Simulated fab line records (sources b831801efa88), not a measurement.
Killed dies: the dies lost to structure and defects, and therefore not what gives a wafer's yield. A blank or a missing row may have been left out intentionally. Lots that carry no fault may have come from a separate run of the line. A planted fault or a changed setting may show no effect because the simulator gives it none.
Chamber matching + flow gf180mcu + 4 sister chambers for GF_V1_CMP_26 on cmp-02
The step polishes, stops on SiO2, t overpolish 15 s, target thk 0 nm. 8 wafers are shown with their chamber, then 8 later ones without.

## EACH WAFER AND ITS CHAMBER
| wafer  | chamber | motor-current-A (A) | time-to-endpoint-s (s) |
|--------|---------|---------------------|------------------------|
| L740.1 | 1       | 10.3                | 83.2                   |
| L740.4 | 2       | 9.3                 | 83.6                   |
| L740.5 | 1       | 9.4                 | 84.5                   |
| L741.3 | 2       | 10.2                | 83.3                   |
| L742.2 | 3       | 12.1                | 85.5                   |
| L742.5 | 3       | 11.6                | 81.7                   |
| L742.6 | 0       | 11.8                | 86.5                   |
| L748.1 | 0       | 12.0                | 87.6                   |

## WAFERS WITH NO CHAMBER GIVEN
| wafer  | motor-current-A (A) | time-to-endpoint-s (s) |
|--------|---------------------|------------------------|
| L748.4 | 10.0                | 86.3                   |
| L748.6 | 9.7                 | 86.4                   |
| L750.1 | 11.2                | 93.3                   |
| L750.3 | 9.3                 | 89.4                   |
| L750.5 | 11.2                | 93.8                   |
| L755.1 | 10.2                | 76.8                   |
| L755.4 | 9.9                 | 81.5                   |
| L755.6 | 11.2                | 83.8                   |

## WHICH CHAMBER EACH WENT THROUGH
| wafer  | from the rows above               | in truth                   |
|--------|-----------------------------------|----------------------------|
| L748.4 | can't be placed: 1 or 2           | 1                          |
| L748.6 | can't be placed: 1 or 2           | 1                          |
| L750.1 | 0                                 | 0                          |
| L750.3 | can't be placed: 1 or 2 or 0      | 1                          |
| L750.5 | 0                                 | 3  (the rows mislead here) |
| L755.1 | can't be placed: 2 or 1 or 3      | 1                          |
| L755.4 | can't be placed: 2 or 1           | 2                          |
| L755.6 | can't be placed: 3 or 0 or 1 or 2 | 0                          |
Correct placement for 1 of the 8. From these rows, 6 cannot be placed; in 6 the true chamber is one of the candidates. Placed wrongly: 1.
How it was worked out, from the rows above alone: a wafer's distance from a chamber is the root of the sum, over the readings, of the square of ((its reading less the chamber's mean) divided by the reading's scatter). If the next closest chamber is less than 2 further off than the closest, the wafer can't be placed; otherwise it belongs to the closest. For every chamber, the mean is computed from those of its wafers that are shown. The scatter: the root of (the sum of the squares of (reading less its chamber's mean) over the shown wafers, divided by (wafers less chambers)).
